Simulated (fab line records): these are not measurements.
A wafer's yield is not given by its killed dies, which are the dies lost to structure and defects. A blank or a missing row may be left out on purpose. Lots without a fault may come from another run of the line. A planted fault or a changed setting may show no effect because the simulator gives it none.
One fault seen from 2 desks || flow sky130 || numbers are kept per desk, each desk with only its own; the story behind them comes last

## TOOL OWNER'S DESK, lithoTrack-03
At SKY_CAPM_SOFTBAKE_08 (time 60 s), the tool's own readings, given per lot that ran on this tool as the mean of the sampled wafers with a number. Marked OUT: a lot whose mean sits more than 4 standard deviations from the usual mean, which makes it out of limits; the brackets give that distance.
Columns: A = heaterPowerTotalW at SKY_CAPM_SOFTBAKE_08, usual 56.59 W; B = plateTempC at SKY_CAPM_SOFTBAKE_08, usual 89.97 C
{"lot": "L812", "first seen here": "day 38 12:57", "A": 56.58, "B": 90.02}
{"lot": "L811", "first seen here": "day 38 13:35", "A": 56.56, "B": 89.99}
{"lot": "L814", "first seen here": "day 38 21:57", "A": 56.55, "B": 89.85}
{"lot": "L820", "first seen here": "day 40 11:24", "A": 56.56, "B": 90.00}
{"lot": "L825", "first seen here": "day 41 23:06", "A": "54.47 (-51) OUT", "B": "87.59 (-20) OUT"}
{"lot": "L827", "first seen here": "day 42 12:03", "A": "54.57 (-48) OUT", "B": "87.70 (-19) OUT"}
Finding of this desk: L825, L827 out of limits; the first was L825 at day 41 23:06, on heaterPowerTotalW at SKY_CAPM_SOFTBAKE_08. Within limits: L812, L811, L814, L820.

## AT THE METROLOGY DESK
What the gauges read, lot by lot, whatever tool the lot ran on: means of the sampled wafers that have a number. Marked OUT: a lot whose mean sits more than 4 standard deviations from the usual mean, which makes it out of limits; the brackets give that distance.
Columns: A = CONTACT_OVL at SKY_CONTACT_OVL_MEAS_15, usual 3 nm
{"lot": "L808", "first seen here": "day 32 19:08", "A": 15}
{"lot": "L809", "first seen here": "day 32 23:28", "A": -5}
{"lot": "L810", "first seen here": "day 32 23:49", "A": -6}
{"lot": "L812", "first seen here": "day 33 07:45", "A": 7}
{"lot": "L811", "first seen here": "day 33 08:01", "A": 18}
{"lot": "L814", "first seen here": "day 33 16:20", "A": 6}
{"lot": "L820", "first seen here": "day 35 10:19", "A": 1}
{"lot": "L825", "first seen here": "day 36 22:46", "A": -2}
{"lot": "L827", "first seen here": "day 37 14:43", "A": -2}
{"lot": "L829", "first seen here": "day 39 00:40", "A": -6}
{"lot": "L830", "first seen here": "day 39 01:02", "A": 5}
{"lot": "L831", "first seen here": "day 39 03:40", "A": 9}
This desk found nothing out of limits on any of the 12 lots.

## ALL TOGETHER
The tool owner's desk had the chance to raise an alarm at day 41 23:06 on L825, L827.
Nothing out of limits was seen by the metrology desk.
The metrology desk has L825, L827 on record, within its limits.
Every lot named ran SKY_CAPM_SOFTBAKE_08 on lithoTrack-03.

## WHAT THE SIMULATOR HAD INSERTED
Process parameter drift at SKY_CAPM_SOFTBAKE_08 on lithoTrack-03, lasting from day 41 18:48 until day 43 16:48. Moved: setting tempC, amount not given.
Lots struck among those shown: L825, L827.
Hours from the fault's start to each desk's first reading out of limits: the tool owner's desk, 4.
